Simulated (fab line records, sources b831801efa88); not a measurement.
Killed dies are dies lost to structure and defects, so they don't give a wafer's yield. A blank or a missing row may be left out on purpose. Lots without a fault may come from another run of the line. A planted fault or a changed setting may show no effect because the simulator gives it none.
Problem report in the 8D (eight disciplines) form, filled by code | flow gf180mcu | the parts of the form that need people (team, actions taken, sign-off) are left out

1. THE PROBLEM
CONTACT_W_RS at GF_CONTACT_RS_MEAS_25 reads a mean of 0.320 ohm/sq on 6 wafers of 2 lots; wafers without a fault read 0.385 ohm/sq with a standard deviation of 0.004. That is -16 standard deviations from the usual mean.
The step: measures by four-point-probe.
First seen on wafer L131.1, day 19 01:57, on film_metro-01. The record holds 36 wafers of 12 lots with a number at this step. Rule for "out", or "out of limits": more than 4 standard deviations from the usual mean. The other wafers with a number count as sound.

2. WHAT IT IS AND WHAT IT IS NOT
question                    | is                           | is not
which readings at this step | CONTACT_W_RS                 | -
which lots                  | L131, L134                   | L127, L128, L129, L130, L141, L142, L143, L144, L146, L147
which wafers of those lots  | all that have a number       | -
read on which gauges        | film_metro-01, film_metro-04 | film_metro-03
when                        | from day 19 01:57            | up to then (12 sound wafers); but 18 sound wafers of L141, L142, L143, L144, L146, L147 came after

3. SUSPECTS, AND WHAT RULES EACH OUT
Counting: a tool at a process step up to the reading stays a suspect if it ran every lot that is out and no sound lot after the first of them.
- the gauge at GF_CONTACT_RS_MEAS_25: ruled out. The wafers that are out were read on 2 gauges (film_metro-01, film_metro-04).
- rtp_anneal-02 at GF_SALICIDE_RTA_08 (time 30 s): ruled out as a lasting fault. Sound lots L144, L146, L147 ran on it after its first lot that is out, L131 (day 17 21:37).
- cvd_w-01 at GF_CONTACT_CVD_24 (deposits W, target thk 300 nm, time 90.339 s): ruled out as a lasting fault. Sound lots L141, L142, L144 ran on it after its first lot that is out, L131 (day 19 01:51).
Left after counting: nothing in the record.

4. THE CAUSE (what the simulator had put in)
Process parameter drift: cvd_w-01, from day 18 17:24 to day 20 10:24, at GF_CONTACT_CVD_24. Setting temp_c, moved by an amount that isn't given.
Counting ruled it out, wrongly: the rule takes a fault to strike every lot that its tool runs from its start on, and this one did not.

5. THE CHAIN OF EFFECTS, in route order
Each row: a reading whose mean over the struck wafers that have a number lies more than 3 standard deviations from the usual. Only readings for which the record gives a usual standard deviation are gone through. hours: the time from each lot's start at the first step in this table that gives one to its start at this step, as a median over the lots. sigmas: the change in usual standard deviations.
hours | step                   | reading            | usual        | on struck wafers | change | sigmas
0     | GF_CONTACT_CVD_24      | susceptor_temp_C   | 400.00 C     | 410.02           | +10.02 | +48
0     | GF_CONTACT_RS_MEAS_25  | CONTACT_W_RS       | 0.385 ohm/sq | 0.320            | -0.065 | -16
0     | GF_CONTACT_THK_MEAS_26 | CONTACT_W_THK      | 293 nm       | 347              | +54    | +15
0     | GF_CONTACT_CMP_27      | time_to_endpoint_s | 72.3 s       | 85.7             | +13.4  | +5.0
The process steps in it:
- GF_CONTACT_CVD_24: deposits W, target thk 300 nm, time 90.339 s.
- GF_CONTACT_CMP_27: polishes, stops on SiO2, t overpolish 15 s, target thk 0 nm.

6. WHAT WOULD HAVE CAUGHT IT SOONER
In this record the first reading out of limits at a measuring or inspecting step was taken at day 19 01:57, 9 hours after the fault began at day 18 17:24.
The tool's own readings at GF_CONTACT_CVD_24 were out on every struck wafer that the step has a row for (susceptor_temp_C): an alarm limit on them would have fired on the first of those.
